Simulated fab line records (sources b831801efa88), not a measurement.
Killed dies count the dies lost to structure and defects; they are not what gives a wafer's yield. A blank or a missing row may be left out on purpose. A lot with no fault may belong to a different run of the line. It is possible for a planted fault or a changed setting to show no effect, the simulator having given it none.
2 desks, one fault || flow gf180mcu || numbers are kept per desk, each desk with only its own; the story behind them comes last

TOOL OWNER'S DESK, implanter-01
For each lot that ran on this tool, the mean over its sampled wafers that have a number, from the tool's own readings at GF_HV_LDD_IMPLANT_36. A lot is out of limits, marked OUT, if its mean lies more than 4 standard deviations from the usual mean; the brackets give that distance.
Columns: A = beam_on_s at GF_HV_LDD_IMPLANT_36, usual 9.98 s; B = dose_ions_cm2 at GF_HV_LDD_IMPLANT_36, usual 7.498e+12; C = end_station_pressure_torr at GF_HV_LDD_IMPLANT_36, usual 5.06e-06 Torr; D = faraday_current_uA at GF_HV_LDD_IMPLANT_36, usual 42.4; E = tilt_deg at GF_HV_LDD_IMPLANT_36, usual 29.999 degrees
{"lot": "L825", "first seen here": "day 12 01:02", "A": 10.03, "B": 7.499e+12, "C": 5.23e-06, "D": 42.1, "E": 29.997}
{"lot": "L833", "first seen here": "day 14 12:17", "A": 10.00, "B": 7.501e+12, "C": 5.09e-06, "D": 42.3, "E": 30.025}
{"lot": "L842", "first seen here": "day 17 15:44", "A": 9.83, "B": "4.985e+12 (-99 or more) OUT", "C": 5.08e-06, "D": "28.5 (-15) OUT", "E": 30.008}
{"lot": "L843", "first seen here": "day 18 00:07", "A": 9.77, "B": "4.984e+12 (-99 or more) OUT", "C": 4.89e-06, "D": "28.7 (-15) OUT", "E": 30.022}
This desk's verdict: out of limits on L842, L843, starting with L842 at day 17 15:44 (dose_ions_cm2 at GF_HV_LDD_IMPLANT_36). In limits: L825, L833.

AT THE METROLOGY DESK
What the gauges read for every lot (on any tool): the sampled wafers with a number, averaged. A lot is out of limits, marked OUT, if its mean lies more than 4 standard deviations from the usual mean; the brackets give that distance.
Columns: A = HV_LDD_3_TW at GF_HV_LDD_TW_MEAS_38, usual 1441; B = HV_LDD_RS at GF_HV_LDD_RS_MEAS_53, usual 418.0 ohm/sq; C = HV_LDD_CVD_54_THK at GF_HV_LDD_THK_MEAS_55, usual 9.99 nm; D = cd_nm at GF_NSD_CD_MEAS_07, usual 400.2 nm; E = cd_nm at GF_PSD_CD_MEAS_07, usual 400.4 nm
{"lot": "L824", "first seen here": "day 11 23:57", "A": 1440, "B": 418.2, "C": 10.26, "D": 401.5, "E": 396.4}
{"lot": "L825", "first seen here": "day 12 01:17", "A": 1439, "B": 418.7, "C": 9.68, "D": 399.2, "E": 402.4}
{"lot": "L827", "first seen here": "day 12 13:02", "A": 1438, "B": 416.9, "C": 10.14, "D": 399.6, "E": 401.0}
{"lot": "L828", "first seen here": "day 12 19:14", "A": 1438, "B": 416.6, "C": 10.13, "D": 401.4, "E": 399.4}
{"lot": "L830", "first seen here": "day 13 21:50", "A": 1447, "B": 419.5, "C": 9.99, "D": 403.6, "E": 403.0}
{"lot": "L833", "first seen here": "day 14 12:31", "A": 1442, "B": 418.0, "C": 9.87, "D": 403.7, "E": 399.6}
{"lot": "L842", "first seen here": "day 17 15:58", "A": "1404 (-5.4) OUT", "B": "422.9 (+4.9) OUT", "C": 9.95, "D": 399.8, "E": 403.0}
{"lot": "L843", "first seen here": "day 18 00:21", "A": "1398 (-6.3) OUT", "B": "426.6 (+8.7) OUT", "C": 9.81, "D": 395.8, "E": 397.1}
{"lot": "L844", "first seen here": "day 18 09:29", "A": 1437, "B": 418.2, "C": 10.09, "D": 397.6, "E": 400.3}
{"lot": "L845", "first seen here": "day 18 15:04", "A": 1433, "B": 418.0, "C": 9.85, "D": 398.7, "E": 401.0}
{"lot": "L846", "first seen here": "day 18 18:26", "A": 1442, "B": 418.3, "C": 10.10, "D": 400.4, "E": 399.8}
{"lot": "L847", "first seen here": "day 19 05:32", "A": 1447, "B": 416.9, "C": 10.13, "D": 400.1, "E": 398.2}
This desk finds L842, L843 out of limits, with the earliest case on L842 at day 17 15:58 (HV_LDD_3_TW at GF_HV_LDD_TW_MEAS_38). In limits: L824, L825, L827, L828, L830, L833, L844, L845, L846, L847.

TAKEN TOGETHER
An alarm could have come from the tool owner's desk at day 17 15:44, on L842, L843.
At day 17 15:58 the metrology desk could have sounded an alarm, on L842, L843.
The lots listed all ran GF_HV_LDD_IMPLANT_36 on implanter-01.

WHAT THE SIMULATOR PUT IN
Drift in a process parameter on implanter-01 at GF_HV_LDD_IMPLANT_36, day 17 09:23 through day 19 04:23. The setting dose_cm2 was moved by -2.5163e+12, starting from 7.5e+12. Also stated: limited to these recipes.
Lots struck among those shown: L842, L843.
Hours from the fault's start to each desk's first reading out of limits: the tool owner's desk, 6; the metrology desk, 7.
